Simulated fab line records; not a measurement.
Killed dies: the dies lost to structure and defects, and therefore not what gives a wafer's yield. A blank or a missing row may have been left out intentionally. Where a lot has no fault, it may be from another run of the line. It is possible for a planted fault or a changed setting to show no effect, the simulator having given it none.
Problem report in the 8D (eight disciplines) form, filled by code || flow gf180mcu || the parts of the form that need people (team, actions taken, sign-off) are left out

1. PROBLEM STATEMENT
Mean NSD_TW at GF_NSD_TW_MEAS_12: 4105 over 6 wafers in 2 lots; fault-free wafers: 4262, standard deviation 23. Measured from the usual mean, that is -6.8 standard deviations.
The first sign was on wafer L280.3 at day 17 15:36, on filmMetro-01. The record has a number at this step for 33 wafers belonging to 11 lots. Rule for "out" (also "out of limits"): further than 4 standard deviations from the usual mean. The rest of the wafers with a number are treated as sound.

2. WHAT IT IS, WHAT IT ISN'T
{"question": "which readings at this step", "is": "NSD_TW", "is not": "-"}
{"question": "which lots", "is": "L280, L284", "is not": "L270, L271, L272, L273, L283, L286, L288, L291, L292"}
{"question": "which wafers of those lots", "is": "all that have a number", "is not": "-"}
{"question": "read on which gauges", "is": "filmMetro-01, filmMetro-03", "is not": "filmMetro-02"}
{"question": "when", "is": "from day 17 15:36", "is not": "up to then (12 sound wafers); but 15 sound wafers of L283, L286, L288, L291, L292 came after"}

3. WHAT RULES OUT EACH SUSPECT
Counting: a tool at a process step up to the reading stays a suspect if it ran every lot that is out and no sound lot after the first of them.
- the gauge at GF_NSD_TW_MEAS_12: ruled out. 2 gauges (filmMetro-01, filmMetro-03) read the wafers that are out.
- implanter-03 at GF_NSD_IMPLANT_09: ruled out as a lasting fault. The sound lots L292 went through it after L280, its earliest lot that is out (day 17 15:14).
- plasmaAsher-04 at GF_NSD_STRIP_11 (strips in O2/N2): ruled out as a lasting fault. The sound lots L286 went through it after L280, its earliest lot that is out (day 17 15:31).
Left after counting: nothing in the record.

4. THE CAUSE (what the simulator had put in)
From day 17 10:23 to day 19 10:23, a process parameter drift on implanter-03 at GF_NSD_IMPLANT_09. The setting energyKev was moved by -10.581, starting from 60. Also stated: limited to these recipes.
The count ruled it out by mistake, since the rule takes a fault to strike every lot its tool runs from the start of the fault on, and this one did not do so.

5. THE EFFECT CHAIN, in route order
Rows list readings where the struck wafers' mean (over those with a number) sits beyond 3 standard deviations from the usual. Only readings whose record carries a usual standard deviation are examined. hours: median over the lots of the time between each lot's start at the first step of this table that gives one and its start at this step. sigmas: the change, counted in usual standard deviations.
{"hours": 0, "step": "GF_NSD_IMPLANT_09", "reading": "beamEnergyKeV", "usual": 60.002, "on struck wafers": 49.420, "change": -10.582, "sigmas": "-99 or more"}
{"hours": 0, "step": "GF_NSD_STRIP_11", "reading": "oesProductAu", "usual": "0.487 a.u.", "on struck wafers": 0.507, "change": "+0.020", "sigmas": "+4.5"}
{"hours": 0, "step": "GF_NSD_STRIP_11", "reading": "stripTimeToEndpointS", "usual": "22.95 s", "on struck wafers": 21.57, "change": -1.38, "sigmas": -34}
{"hours": 0, "step": "GF_NSD_TW_MEAS_12", "reading": "NSD_TW", "usual": 4262, "on struck wafers": 4105, "change": -157, "sigmas": -6.8}
{"hours": 26, "step": "GF_PSD_RS_MEAS_14", "reading": "NSD_RS", "usual": "46.12 ohm/sq", "on struck wafers": 49.16, "change": "+3.04", "sigmas": "+38"}
Here are the process steps it includes:
- GF_NSD_IMPLANT_09
- GF_NSD_STRIP_11: strips in O2/N2.

6. WHAT WOULD HAVE CAUGHT IT SOONER
In this record the first reading out of limits at a measuring or inspecting step was taken at day 17 15:36, 5 hours after the fault began at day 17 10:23.
At GF_NSD_IMPLANT_09, the tool's own readings (beamEnergyKeV) were out on each struck wafer the step has a row for, so an alarm limit on them would have fired on the first such wafer.
